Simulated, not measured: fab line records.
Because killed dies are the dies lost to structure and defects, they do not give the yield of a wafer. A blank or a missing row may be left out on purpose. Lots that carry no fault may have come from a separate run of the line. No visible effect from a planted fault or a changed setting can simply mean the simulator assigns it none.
Comparing a struck lot with a sound one / flow gf180mcu / 18 steps out of a route of 602
Sound: the wafers L207.2, L207.3, L207.5. Struck: wafer L219.1 (L219.2, L219.5, from the same lot, were not struck and are left out); the cause is given at the end.
Order at every step that has rows: each side's tool, ch and its chambers, its first start. Under that, the readings that differ: sound wafers / struck wafers / difference of the means / sigmas: that difference in standard deviations of wafers without a fault.
alike: words and numbers the same on both sides, and readings whose means are apart by under 2 such deviations; not compared: readings that were withheld, readings missing a value for some wafer, numbers with overlapping values and no deviation given by the record, and bounds like >300 which may hide the same value.
The two part at a step that has a row with sigmas, a row that says differs or no value, or rows on one side only. Numbers that have no deviation but don't overlap get no sigmas and don't part them. A reading missing from all wafers of one side parts the sides only when that side holds two or more wafers.

first, 5 steps without rows for these wafers: GF_VT_IMPLANT_COAT_13 (resist thk 1000 nm); GF_VT_IMPLANT_SOFTBAKE_14 (time 60 s); GF_VT_IMPLANT_EXPOSE_15 (exposes mask Nwell LV AREA, target cd 860 nm); GF_VT_IMPLANT_PEB_16; GF_VT_IMPLANT_DEVELOP_17 (develop time 60 s).
GF_VT_IMPLANT_OVL_MEAS_18:
  struck on overlay-02, day 11 16:43; sound on overlay-01, day 8 11:27
reading=VT_IMPLANT_01_OVL (nm); sound=1.8 2.1 1.9; struck=-1.5; difference=-3.4; sigmas=-3
after that, 1 step had no rows for these wafers: GF_VT_IMPLANT_IMPLANT_19.
GF_VT_IMPLANT_STRIP_20: strips in O2/N2.
  sound on plasmaAsher-01 ch 0,1, day 8 11:38; struck on plasmaAsher-04 ch 0, day 11 16:54
  alike: drypumpMotorCurrentA, heaterPowerW, n2FlowSccm, oesProductAu, stripTimeToEndpointS
  not compared: rfHoursCounterH
GF_VT_IMPLANT_TW_MEAS_21:
  struck on filmMetro-03, day 11 17:00; sound on filmMetro-03, day 8 11:44
  alike: VT_IMPLANT_2_TW
then, 3 steps without rows for these wafers: GF_VT_IMPLANT_DEHYDRATE_22 (time 60 s); GF_VT_IMPLANT_HMDS_23 (prime time 60 s); GF_VT_IMPLANT_COAT_24 (resist thk 1000 nm).
GF_VT_IMPLANT_SOFTBAKE_25: time 60 s.
  sound on lithoTrack-04 ch 0, day 8 19:55; struck on lithoTrack-03 ch 0, day 12 02:43
reading=heaterPowerTotalW (W); sound=56.56 56.63 56.63; struck=61.95; difference=+5.34; sigmas=+99 or more
reading=runLengthS (s); sound=88.96 89.17 89.25; struck=74.98; difference=-14.15; sigmas=-94
then, 2 steps without rows for these wafers: GF_VT_IMPLANT_EXPOSE_26 (exposes mask LVPWELL HV AREA, target cd 860 nm); GF_VT_IMPLANT_PEB_27.
GF_VT_IMPLANT_DEVELOP_28: develop time 60 s.
  sound on lithoTrack-03 ch 0, day 9 04:23; struck on lithoTrack-04 ch 0, day 12 11:50
reading=model.NOVOLAK_of_VT_IMPLANT_COAT_24.thkNm (nm); sound=1000 1003 1008; struck=1011; difference=+7; sigmas=
GF_VT_IMPLANT_OVL_MEAS_29:
  struck on overlay-02, day 12 11:59; sound on overlay-02, day 9 04:31
  alike: VT_IMPLANT_02_OVL
-- a jump in the record: the struck wafers' starts before and after are 22 days apart (it breaks off in module VT_IMPLANT and resumes in module PASSIVATION, where the first step shown is number 602 of the route) --
GF_PASSIVATION_PROBE_99:
  rows exist in the record for the struck wafers here (prober-01, day 34 11:53), but not for the sound ones

## WHERE THEY PART
At GF_VT_IMPLANT_OVL_MEAS_18 first; at GF_PASSIVATION_PROBE_99 last (within this record only).

WHY: what the simulator had put in
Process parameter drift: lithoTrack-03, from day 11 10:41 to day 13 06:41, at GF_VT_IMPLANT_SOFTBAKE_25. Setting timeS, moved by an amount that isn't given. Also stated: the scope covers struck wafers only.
